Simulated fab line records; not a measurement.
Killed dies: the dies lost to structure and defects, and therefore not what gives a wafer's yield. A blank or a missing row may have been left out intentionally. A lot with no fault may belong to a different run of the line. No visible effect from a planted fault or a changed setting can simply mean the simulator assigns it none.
A struck lot beside a sound one    flow sky130    15 steps out of a route of 708
Sound: these wafers, L994.3, L994.4, L994.5. The struck wafers were L995.2, L995.3, L995.5. The cause is given at the end.
Each step with rows lists, per side, the tool, then ch with its chambers, then its first start. Under that, the readings that differ: sound wafers    struck wafers    difference of the means    sigmas: that difference in standard deviations of wafers without a fault.
alike: readings with means less than 2 such deviations apart, plus words and numbers identical on both sides. not compared: withheld readings, readings lacking a value on some wafer, bounds such as >300 that could conceal the same value, and numbers that have no deviation in the record and whose values overlap.
The two part at a step that has a row with sigmas, a row that says differs or no value, or rows on one side only. Non-overlapping numbers with no deviation appear without sigmas and do not part them. A reading missing from all wafers of one side parts the sides only when that side holds two or more wafers.

first, 5 steps without rows for these wafers: SKY_LDD_N_COAT_02 (resist thk 300 nm); SKY_LDD_N_SOFTBAKE_03 (time 60 s); SKY_LDD_N_EXPOSE_04 (exposes mask NTM, target cd 840 nm); SKY_LDD_N_PEB_05; SKY_LDD_N_DEVELOP_06 (develop time 60 s).
SKY_LDD_N_OVL_MEAS_07:
  sound: overlay-02 at day 20 05:19; struck: overlay-02 at day 21 03:38
  alike: LDD_N_OVL
then, 6 steps without rows for these wafers: SKY_LDD_N_IMPLANT_08; SKY_LDD_N_IMPLANT_09; SKY_LDD_N_IMPLANT_10; SKY_LDD_N_IMPLANT_11; SKY_LDD_N_IMPLANT_12; SKY_LDD_N_IMPLANT_13.
SKY_LDD_N_IMPLANT_14:
  sound on implanter-04 ch 0, day 20 06:18; struck on implanter-02 ch 0, day 21 04:35
reading                sound                 struck                difference  sigmas
rotationDeg (degrees)  180.00 180.10 180.03  340.02 339.97 339.94  +159.93     +99 or more
  alike: beamEnergyKeV
after that, 1 step had no rows for these wafers: SKY_LDD_N_IMPLANT_15.
-- record jumps: 27 days separate the struck wafers' starts on either side; left off in module LDD_N, taken up again in module PAD_OPEN, whose first shown step is the route's number 708 --
SKY_PAD_OPEN_PROBE_99:
  sound: prober-01 at day 47 13:52; struck: prober-01 at day 48 03:59
reading                                   sound                 struck                difference  sigmas
model.etest.nfet_01v8.offLog10AUm         -13.35 -13.39 -13.39  -13.47 -13.45 -13.46  -0.08       
model.etest.nfet_01v8_lvt.vtSatV (V)      0.5351 0.5497 0.5484  0.6031 0.608 0.6091   +0.0623     
model.etest.nfet_01v8.vtSatV (V)          0.646 0.6538 0.6568   0.7011 0.7097 0.7082  +0.0541     
model.etest.sramNfetPass.vtSatV (V)       0.5857 0.5824 0.5707  0.6183 0.6356 0.6097  +0.0416     
model.etest.nfet_01v8_swapped.vtSatV (V)  0.6499 0.6597 0.6625  0.5978 0.5995 0.5971  -0.0592     
model.etest.nfet_01v8_lvt.vtV (V)         0.6113 0.6236 0.6163  0.6245 0.6281 0.635   +0.0121     
model.etest.nfet_01v8.vtV (V)             0.6978 0.7028 0.7056  0.7117 0.7213 0.7212  +0.0160     
model.etest.nfet_01v8_swapped.vtV (V)     0.698 0.7031 0.7055   0.7073 0.7162 0.7163  +0.0111     
  alike: killed_at_M0_to_M3, killed_at_M4_up, killedAtContacts, killedAtFrontEnd, killedAtOther, killedDies, killedOpen, killedShort

WHERE THEY PART
Only at SKY_LDD_N_IMPLANT_14, as far as this record shows. Later steps at which nothing parts them and some readings are alike: SKY_PAD_OPEN_PROBE_99.

WHY: whatever the simulator had introduced
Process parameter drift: implanter-02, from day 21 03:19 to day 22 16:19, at SKY_LDD_N_IMPLANT_14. A move of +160 in setting rotationDeg, from 180. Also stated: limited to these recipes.
